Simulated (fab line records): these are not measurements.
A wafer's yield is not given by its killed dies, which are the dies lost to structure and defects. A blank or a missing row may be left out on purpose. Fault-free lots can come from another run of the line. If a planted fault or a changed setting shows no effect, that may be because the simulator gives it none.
Problem report in the 8D (eight disciplines) form, filled by code / flow sky130 / the parts of the form that need people (team, actions taken, sign-off) are left out

== 1. PROBLEM STATEMENT ==
SD_N_RS at SKY_SD_N_RS_MEAS_16 reads a mean of 71.34 ohm/sq on 6 wafers of 2 lots; wafers without a fault read 68.55 ohm/sq with a standard deviation of 0.13. That puts it +21 standard deviations away from the usual mean.
The step: measures by four-point-probe.
Seen first at day 35 14:31 on film_metro-02, wafer L488.2. The record holds 33 wafers of 11 lots with a number at this step. The rule behind "out" and "out of limits": a value lying over 4 standard deviations away from the usual mean. All remaining wafers that have a number are taken as sound.

== 2. WHAT IT IS, WHAT IT ISN'T ==
question=which readings at this step | is=SD_N_RS | is not=-
question=which lots | is=L488, L491 | is not=L471, L474, L475, L476, L477, L482, L486, L490, L492
question=which wafers of those lots | is=all that have a number | is not=-
question=read on which gauges | is=film_metro-02 | is not=film_metro-01, film_metro-04
question=when | is=from day 35 14:31 | is not=up to then (21 sound wafers); but 6 sound wafers of L490, L492 came after

== 3. THE SUSPECTS, EACH WITH WHAT RULES IT OUT ==
Counting: a tool at any process step up to the reading remains a suspect when it ran all the lots that are out and ran no sound lot after the first of those.
- the gauge at SKY_SD_N_RS_MEAS_16: kept. All the wafers that are out were read on film_metro-02, and no step on other tools shows them out.
- rtp_anneal-01 at SKY_SD_N_RTA_14 (time 2 s): kept. All lots that are out passed through it, beginning with L488 at day 35 14:19, and no sound lot followed; its final sound lot before that point was L477 at day 31 10:31.
Left after counting: rtp_anneal-01 at SKY_SD_N_RTA_14, film_metro-02 at SKY_SD_N_RS_MEAS_16.

== 4. THE CAUSE (what the simulator had put in) ==
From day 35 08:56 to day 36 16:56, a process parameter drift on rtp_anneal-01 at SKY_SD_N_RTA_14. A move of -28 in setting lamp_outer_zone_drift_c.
Counting left 2 suspects, and this tool is among them.

== 5. THE CHAIN OF EFFECTS, in route order ==
Each row: a reading whose mean over the struck wafers that have a number lies more than 3 standard deviations from the usual. Only readings whose record carries a usual standard deviation are examined. hours: median over the lots of the time between each lot's start at the first step of this table that gives one and its start at this step. sigmas: the change, counted in usual standard deviations.
hours=0; step=SKY_SD_N_RS_MEAS_16; reading=SD_N_RS; usual=68.55 ohm/sq; on struck wafers=71.34; change=+2.79; sigmas=+21
hours=0; step=SKY_SD_N_RS_MEAS_17; reading=SD_P_RS; usual=147.0 ohm/sq; on struck wafers=162.5; change=+15.5; sigmas=+42

== 6. HOW IT WOULD HAVE BEEN CAUGHT EARLIER ==
The first out-of-limits reading at a measuring or inspecting step in this record came at day 35 14:31, 6 hours after the fault's start at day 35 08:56.
Of the tool readings at SKY_SD_N_RTA_14 for which the record gives a usual standard deviation, none was out on any struck wafer, so an alarm limit of 4 standard deviations on them would not have fired.
L491, from the lots that are out (2), started SKY_SD_N_RTA_14 on rtp_anneal-01 later than day 35 14:31. A hold on the tool at that time would have spared it.
